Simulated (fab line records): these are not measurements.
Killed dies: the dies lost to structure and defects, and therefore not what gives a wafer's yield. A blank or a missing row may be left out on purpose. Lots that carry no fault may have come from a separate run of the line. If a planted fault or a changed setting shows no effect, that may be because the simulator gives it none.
Commonality check across tools + flow gf180mcu + Lots sampled 14, wafers sampled 42

== WHY IT WAS OPENED ==
At GF_POLY_GATE_CD_MEAS_10 the reading cd nm is flagged on 2 of 14 lots. No-fault wafers: 279.8 nm, standard deviation 1.3.
Rule: a lot is flagged in two cases, either no wafer of it has a number, or all its wafers with numbers fall more than 4 standard deviations from that mean. As for the other lots, they are considered sound.

| lot  | measured     | on        | cd nm (nm), wafer by wafer | flag    |
|------|--------------|-----------|----------------------------|---------|
| L137 | day 9 05:23  | cd sem-01 | 277.1 277.6 278.3          |         |
| L138 | day 9 10:50  | cd sem-02 | 280.4 280.2 280.4          |         |
| L139 | day 9 17:03  | cd sem-01 | 280.8 280.0 279.8          |         |
| L140 | day 10 00:25 | cd sem-02 | 280.6 280.0 280.4          |         |
| L141 | day 10 05:15 | cd sem-01 | 278.0 277.4 277.1          |         |
| L143 | day 10 23:15 | cd sem-01 | 278.9 279.5 278.8          |         |
| L145 | day 11 12:23 | cd sem-01 | 279.8 279.2 280.5          |         |
| L147 | day 12 13:47 | cd sem-01 | 304.4 304.4 304.2          | FLAGGED |
| L149 | day 13 02:04 | cd sem-02 | 298.7 298.8 299.4          | FLAGGED |
| L151 | day 13 09:12 | cd sem-01 | 282.5 280.2 280.6          |         |
| L154 | day 14 08:35 | cd sem-02 | 281.0 281.0 281.0          |         |
| L157 | day 15 01:43 | cd sem-02 | 279.5 279.8 279.4          |         |
| L158 | day 15 10:34 | cd sem-02 | 280.1 280.1 280.3          |         |
| L160 | day 16 02:11 | cd sem-02 | 280.6 279.5 279.9          |         |
On average the flagged lots' numbers are 301.6 nm, which is +21.8 nm against the usual, or +17 standard deviations.

== EACH LOT AND THE TOOL IT RAN ON ==
2 process steps preceding the reading are held in the record, out of 602 steps in the route. In each cell: the tool, then ch and the chambers that the sampled wafers went through, then the start.
| lot  | flag    | GF_VT_IMPLANT_RTA_45             | GF_POLY_GATE_SOFTBAKE_06          |
|------|---------|----------------------------------|-----------------------------------|
| L137 |         | rtp anneal-02 ch 0, day 7 13:54  | litho track-03 ch 0, day 8 20:00  |
| L138 |         | rtp anneal-02 ch 0, day 7 19:39  | litho track-03 ch 0, day 9 02:00  |
| L139 |         | rtp anneal-01 ch 0, day 8 00:57  | litho track-03 ch 0, day 9 08:00  |
| L140 |         | rtp anneal-02 ch 0, day 8 07:41  | litho track-04 ch 0, day 9 15:00  |
| L141 |         | rtp anneal-02 ch 0, day 8 13:25  | litho track-02 ch 0, day 9 20:00  |
| L143 |         | rtp anneal-01 ch 0, day 9 04:52  | litho track-03 ch 0, day 10 13:00 |
| L145 |         | rtp anneal-01 ch 0, day 9 18:26  | litho track-03 ch 0, day 11 03:00 |
| L147 | FLAGGED | rtp anneal-02 ch 0, day 10 18:25 | litho track-02 ch 0, day 12 04:00 |
| L149 | FLAGGED | rtp anneal-02 ch 0, day 11 02:25 | litho track-02 ch 0, day 12 15:00 |
| L151 |         | rtp anneal-02 ch 0, day 11 12:22 | litho track-03 ch 0, day 12 23:00 |
| L154 |         | rtp anneal-02 ch 0, day 12 10:28 | litho track-04 ch 0, day 13 22:00 |
| L157 |         | rtp anneal-02 ch 0, day 13 02:38 | litho track-03 ch 0, day 14 15:00 |
| L158 |         | rtp anneal-01 ch 0, day 13 09:43 | litho track-03 ch 0, day 14 23:00 |
| L160 |         | rtp anneal-02 ch 0, day 14 03:10 | litho track-04 ch 0, day 15 15:00 |
What the steps here do:
- GF_VT_IMPLANT_RTA_45: time 30 s.
- GF_POLY_GATE_SOFTBAKE_06: time 60 s.
- GF_POLY_GATE_CD_MEAS_10: target cd 280 nm.

== FLAGGED AGAINST TOTAL, ONE TOOL AT A TIME (gauges that did the reading follow at the end) ==
| step                     | tool           | lots run | flagged | share of the flagged lots | sound lots run after its first flagged lot |
|--------------------------|----------------|----------|---------|---------------------------|--------------------------------------------|
| GF_VT_IMPLANT_RTA_45     | rtp anneal-01  | 4        | 0       | none                      | -                                          |
| GF_VT_IMPLANT_RTA_45     | rtp anneal-02  | 10       | 2       | all                       | 4 (L151,L154,L157,L160)                    |
| GF_POLY_GATE_SOFTBAKE_06 | litho track-02 | 3        | 2       | all                       | 0                                          |
| GF_POLY_GATE_SOFTBAKE_06 | litho track-03 | 8        | 0       | none                      | -                                          |
| GF_POLY_GATE_SOFTBAKE_06 | litho track-04 | 3        | 0       | none                      | -                                          |
| GF_POLY_GATE_CD_MEAS_10  | cd sem-01      | 7        | 1       | some                      | 1 (L151)                                   |
| GF_POLY_GATE_CD_MEAS_10  | cd sem-02      | 7        | 1       | some                      | 4 (L154,L157,L158,L160)                    |

== WHAT THE TABLE ALLOWS ==
2 rows of the table ran every flagged lot: rtp anneal-02 at GF_VT_IMPLANT_RTA_45, litho track-02 at GF_POLY_GATE_SOFTBAKE_06.
- rtp anneal-02 at GF_VT_IMPLANT_RTA_45 ran 10 lots, 2 of them flagged. Lots that were sound ran on it after the first flagged one (L151, L154, L157, L160); a persistent fault on the entire tool would not allow that.
- litho track-02 at GF_POLY_GATE_SOFTBAKE_06 ran 3 lots, 2 of them flagged. It ran its last sound lot, L141, at day 9 20:00 and its first flagged lot, L147, at day 12 04:00: a fault with its onset between the two fits. Its own readings lie more than 4 standard deviations out on every wafer of the flagged lots: heater power total W, plate temp C.
Left over: one tool, litho track-02 at GF_POLY_GATE_SOFTBAKE_06.

== WHAT WAS PUT IN BY THE SIMULATOR ==
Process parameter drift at GF_POLY_GATE_SOFTBAKE_06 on litho track-02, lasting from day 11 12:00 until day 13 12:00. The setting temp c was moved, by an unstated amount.
Lots struck among those shown: L147, L149. The same result came from the rule above.
